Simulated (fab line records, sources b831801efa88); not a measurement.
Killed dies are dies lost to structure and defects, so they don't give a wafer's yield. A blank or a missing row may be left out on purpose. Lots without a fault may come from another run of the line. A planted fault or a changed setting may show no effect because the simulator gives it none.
A struck lot beside a sound one | flow sfq_line | 37 steps out of a route of 325
Sound: wafers L277.1, L277.5, L277.6. Struck: wafers L281.4, L281.5, L281.6. The cause comes at the end.
At each step with rows: each side's tool, then ch and its chambers, then its first start. Under that, the readings that differ: sound wafers | struck wafers | difference of the means | sigmas: that difference in standard deviations of wafers without a fault.
alike: readings whose means differ by less than 2 such deviations, and words and numbers that are the same on both sides. not compared: withheld readings, readings that some wafer has no value for, bounds like >300 that may hide the same value, and numbers for which the record gives no deviation and whose values overlap.
The two part at a step that has a row with sigmas, a row that says differs or no value, or rows on one side only. Numbers that don't overlap but have no deviation are shown without sigmas and don't part them. A reading that every wafer of one side lacks parts them only if that side has two wafers or more.

SFQ_R5_THK_MEAS_934: measures by xrf.
  sound on film_metro-01, day 57 08:50; struck on film_metro-02, day 58 02:13
  alike: R5_MONX_THK
then, 6 steps without rows for these wafers: SFQ_TRILAYER_R5_LITHO_COAT_141 (resist thk 62 nm); SFQ_TRILAYER_R5_LITHO_COAT_136 (resist thk 600 nm); SFQ_TRILAYER_R5_LITHO_SOFTBAKE_140; SFQ_TRILAYER_R5_LITHO_EXPOSE_137 (exposes mask R5, target cd 500 nm); SFQ_TRILAYER_R5_LITHO_PEB_139 (peb time 60 s); SFQ_TRILAYER_R5_LITHO_DEVELOP_138 (time 60 s).
-- the record jumps here: 6 days lie between the struck wafers' starts before and after --
SFQ_R5_OVL_MEAS_935:
  sound on overlay-01, day 63 00:31; struck on overlay-01, day 63 16:08
  alike: R5_OVL
then, 2 steps without rows for these wafers: SFQ_TRILAYER_R5_BARC_OPEN_METAL_ETCH_177 (etches BARC in O2, target depth 125 nm, time 41.7 s); SFQ_TRILAYER_R5_ETCH_METAL_ETCH_139 (etches the open film in Cl2, stops on SiO2, target depth 60 nm, time 40 s).
SFQ_TRILAYER_R5_STRIP_STRIP_140: strips in O2.
  sound on rie_metal-03 ch 0, day 63 00:48; struck on rie_metal-04 ch 0,1, day 63 16:29
  alike: chamber_pressure_mTorr, drypump_motor_current_A, oes_product_au, platen_temp_c
  not compared: rf_hours_counter_h
then, 1 step without rows for these wafers: SFQ_TRILAYER_R5_STRIP_SOLV_CLEAN_141 (cleans in NMP, time 600 s).
SFQ_TRILAYER_A5C_DEP_PECVD_142: deposits SiO2 from SiH4/N2O, time 15.556 s, target thk 70 nm.
  sound on pecvd-04 ch 0,1,2, day 63 02:11; struck on pecvd-01 ch 0,1,2, day 63 17:30
  alike: heater_power_w, showerhead_vpp_V, throttle_valve_pct
then, 6 steps without rows for these wafers: SFQ_TRILAYER_I5_LITHO_COAT_149 (resist thk 62 nm); SFQ_TRILAYER_I5_LITHO_COAT_144 (resist thk 650 nm); SFQ_TRILAYER_I5_LITHO_SOFTBAKE_148; SFQ_TRILAYER_I5_LITHO_EXPOSE_145 (exposes mask I5, target cd 700 nm); SFQ_TRILAYER_I5_LITHO_PEB_147 (peb time 60 s); SFQ_TRILAYER_I5_LITHO_DEVELOP_146 (time 60 s).
-- the record jumps here: 5 days lie between the struck wafers' starts before and after --
SFQ_I5_OVL_MEAS_936:
  sound on overlay-01, day 68 03:08; struck on overlay-01, day 68 16:21
  alike: I5_OVL
SFQ_TRILAYER_I5_BARC_OPEN_VIA_ETCH_200: etches BARC in O2, target depth 125 nm, time 41.7 s.
  sound on rie_diel-03 ch 0,2, day 68 03:10; struck on rie_diel-03 ch 1,2,3, day 68 16:22
  alike: bias_w, chamber_pressure_mTorr, drypump_motor_current_A, oes_product_au
  not compared: rf_hours_counter_h
SFQ_TRILAYER_I5_ETCH_VIA_ETCH_147: etches the open film in CHF3, stops on Nb, target depth 360 nm.
  sound on rie_diel-03 ch 0,2, day 68 03:14; struck on rie_diel-03 ch 1,2,3, day 68 16:25
  alike: bias_w, chamber_pressure_mTorr, drypump_motor_current_A, oes_product_au
then, 8 steps without rows for these wafers: SFQ_TRILAYER_I5_STRIP_STRIP_148 (strips in O2); SFQ_TRILAYER_I5_STRIP_SOLV_CLEAN_149 (cleans in NMP, time 600 s); SFQ_TRILAYER_C5_LITHO_COAT_156 (resist thk 62 nm); SFQ_TRILAYER_C5_LITHO_COAT_151 (resist thk 650 nm); SFQ_TRILAYER_C5_LITHO_SOFTBAKE_155; SFQ_TRILAYER_C5_LITHO_EXPOSE_152 (exposes mask C5, target cd 500 nm); SFQ_TRILAYER_C5_LITHO_PEB_154 (peb time 60 s); SFQ_TRILAYER_C5_LITHO_DEVELOP_153 (time 60 s).
-- the record jumps here: 5 days lie between the struck wafers' starts before and after --
SFQ_C5_OVL_MEAS_937:
  sound on overlay-02, day 73 03:34; struck on overlay-02, day 73 11:59
  alike: C5_OVL
SFQ_TRILAYER_C5_BARC_OPEN_VIA_ETCH_210: etches BARC in O2, target depth 125 nm, time 41.7 s.
  sound on rie_diel-01 ch 0,3, day 73 03:36; struck on rie_diel-02 ch 1,2,3, day 73 12:01
  alike: bias_w, chamber_pressure_mTorr, drypump_motor_current_A, oes_product_au
  not compared: rf_hours_counter_h
SFQ_TRILAYER_C5_ETCH_VIA_ETCH_154: etches SiO2 in CHF3, stops on Nb, target depth 84 nm.
  sound on rie_diel-01 ch 0,3, day 73 03:38; struck on rie_diel-02 ch 1,2,3, day 73 12:04
  reading                        | sound             | struck            | difference | sigmas
  oes_product_au (a.u.)          | 0.894 0.900 0.887 | 0.991 0.998 0.999 | +0.102     | +12
  model.etch.depth_nm (nm)       | 70.38 71.72 70.53 | 83.23 83.33 83.84 | +12.59     |
  model.C5.feature_depth_nm (nm) | 70.38 71.72 70.53 | 83.23 83.33 83.84 | +12.59     |
  alike: bias_w, chamber_pressure_mTorr, drypump_motor_current_A
then, 2 steps without rows for these wafers: SFQ_TRILAYER_C5_STRIP_STRIP_155 (strips in O2); SFQ_TRILAYER_C5_STRIP_SOLV_CLEAN_156 (cleans in NMP, time 600 s).
SFQ_TRILAYER_M6_DEP_PRE_CLEAN_158: time 22.5 s.
  sound on pvd_sputter-06, day 73 04:28; struck on pvd_sputter-03, day 73 12:52
  reading                                              | sound             | struck            | difference | sigmas
  model.SiO2_of_TRILAYER_A5C_DEP_PECVD_142.thk_nm (nm) | 62.88 64.22 63.03 | 134.5 133.5 134.3 | +70.7      |
  alike: bias_v
SFQ_TRILAYER_M6_DEP_SPUTTER_157: material Nb, target thk 200 nm, time 133.3 s.
  sound on pvd_sputter-06, day 73 04:29; struck on pvd_sputter-03, day 73 12:53
  alike: throttle_valve_pct

WHERE THEY PART
Only at SFQ_TRILAYER_C5_ETCH_VIA_ETCH_154, within this record. Later steps at which nothing parts them and some readings are alike: SFQ_TRILAYER_M6_DEP_PRE_CLEAN_158, SFQ_TRILAYER_M6_DEP_SPUTTER_157.

WHY: what the simulator had put in
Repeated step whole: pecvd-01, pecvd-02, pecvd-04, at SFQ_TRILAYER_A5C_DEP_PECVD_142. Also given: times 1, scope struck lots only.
